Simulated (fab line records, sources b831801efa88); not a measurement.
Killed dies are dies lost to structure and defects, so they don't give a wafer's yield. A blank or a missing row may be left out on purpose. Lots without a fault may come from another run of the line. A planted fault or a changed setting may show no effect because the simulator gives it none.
Which tool did it? | flow sky130 | 13 lots, 39 wafers sampled, at 3 steps of a route of 708

WHAT THE GAUGES READ, wafer by wafer
SKY_LI_CONTACT_RS_MEAS_22: measures by four-point-probe. Usual: LI_CONTACT_W_RS 0.284 ohm/sq, standard deviation 0.0035.
lot  | measured     | on            | LI_CONTACT_W_RS (ohm/sq) | flag
L735 | day 29 04:23 | film_metro-03 | 0.284 0.284 0.285        |
L737 | day 29 13:29 | film_metro-01 | 0.279 0.284 0.283        |
L738 | day 29 23:09 | film_metro-04 | 0.285 0.280 0.287        |
L740 | day 31 00:25 | film_metro-03 | 0.282 0.283 0.281        |
L743 | day 31 23:41 | film_metro-01 | 0.286 0.290 0.280        |
L744 | day 32 06:49 | film_metro-01 | 0.283 0.278 0.284        |
L745 | day 32 14:00 | film_metro-01 | 0.285 0.285 0.285        |
L751 | day 34 12:28 | film_metro-03 | 0.284 0.287 0.285        |
L752 | day 34 21:00 | film_metro-03 | 0.279 0.280 0.281        |
L754 | day 35 11:25 | film_metro-04 | 0.285 0.284 0.284        |
L755 | day 35 18:44 | film_metro-03 | 0.281 0.280 0.282        |
L756 | day 35 20:40 | film_metro-03 | 0.292 0.289 0.292        |
L757 | day 36 08:41 | film_metro-04 | 0.287 0.291 0.287        |

SKY_LOCAL_INTERCONNECT_CD_MEAS_11: target cd 170 nm. Usual: cd_nm 170.0 nm, standard deviation 1.4.
lot  | measured     | on        | cd_nm (nm)        | flag
L735 | day 30 09:23 | cd_sem-02 | 169.9 169.4 169.1 |
L737 | day 30 19:31 | cd_sem-01 | 169.0 167.1 168.2 |
L738 | day 31 03:32 | cd_sem-01 | 168.8 169.3 169.4 |
L740 | day 32 04:35 | cd_sem-01 | 169.6 169.5 170.8 |
L743 | day 33 03:35 | cd_sem-02 | 171.5 169.7 170.8 |
L744 | day 33 10:40 | cd_sem-01 | 171.1 171.7 171.9 |
L745 | day 33 17:46 | cd_sem-01 | 170.3 170.2 168.1 |
L751 | day 35 15:16 | cd_sem-02 | 168.2 168.3 165.6 |
L752 | day 35 23:16 | cd_sem-02 | 169.6 170.4 171.0 |
L754 | day 36 14:15 | cd_sem-01 | 169.8 171.2 170.4 |
L755 | day 36 21:08 | cd_sem-02 | 168.8 170.2 170.1 |
L756 | day 36 23:50 | cd_sem-02 | 167.7 169.1 168.8 |
L757 | day 37 10:48 | cd_sem-02 | 170.1 168.4 169.5 |

WHICH TOOL RAN EACH LOT (tool, then ch and the chambers of the sampled wafers, then the start)
lot  | SKY_LI_CONTACT_ETCH_15
L735 | rie_diel-02 ch 0,1,2, day 29 03:41
L737 | rie_diel-01 ch 0,2,3, day 29 12:48
L738 | rie_diel-02 ch 1,2,3, day 29 22:27
L740 | rie_diel-02 ch 0,1,2, day 30 23:44
L743 | rie_diel-02 ch 1,3, day 31 22:49
L744 | rie_diel-01 ch 0,3, day 32 05:58
L745 | rie_diel-01 ch 0,2,3, day 32 13:17
L751 | rie_diel-01 ch 1,2, day 34 11:39
L752 | rie_diel-04 ch 0,1,3, day 34 20:11
L754 | rie_diel-02 ch 0,3, day 35 10:47
L755 | rie_diel-01 ch 0,1,2, day 35 18:04
L756 | rie_diel-04 ch 0,1, day 35 20:00
L757 | rie_diel-02 ch 1,3, day 36 08:01
- SKY_LI_CONTACT_ETCH_15: etches PSG in C4F8/O2/Ar, stops on Si, target depth 600 nm.

WHAT THE TOOLS THEMSELVES READ (means of the sampled wafers that have a number; where no wafer has one, the mark that the record gives instead)
SKY_LI_CONTACT_ETCH_15. Usual: oes_product_au 0.836 a.u., standard deviation 0.0047.
lot  | tool        | oes_product_au (a.u.) | flag
L735 | rie_diel-02 | 0.834                 |
L737 | rie_diel-01 | 0.836                 |
L738 | rie_diel-02 | 0.830                 |
L740 | rie_diel-02 | 0.837                 |
L743 | rie_diel-02 | 0.834                 |
L744 | rie_diel-01 | 0.839                 |
L745 | rie_diel-01 | 0.835                 |
L751 | rie_diel-01 | 0.839                 |
L752 | rie_diel-04 | 0.834                 |
L754 | rie_diel-02 | 0.834                 |
L755 | rie_diel-01 | 0.835                 |
L756 | rie_diel-04 | 0.840                 |
L757 | rie_diel-02 | 0.834                 |

THE ANSWER, worked out from the rows above alone
Rule: a lot is off if the mean of its wafers that have a number lies more than 3 standard deviations from the usual mean. A lot without any number at a reading at which 4 lots or more have one is off too. The other lots that the step has rows for count as sound. The gauges are gone through in route order, then the tools' own readings, and for those a lot's mean is taken as printed above. The first step at which some lot is off is used, and at that step the reading that is off furthest; a lot without a number counts as furthest.
No lot is off at any reading shown: from this, nothing can be told.

WHAT THE SIMULATOR HAD PUT IN
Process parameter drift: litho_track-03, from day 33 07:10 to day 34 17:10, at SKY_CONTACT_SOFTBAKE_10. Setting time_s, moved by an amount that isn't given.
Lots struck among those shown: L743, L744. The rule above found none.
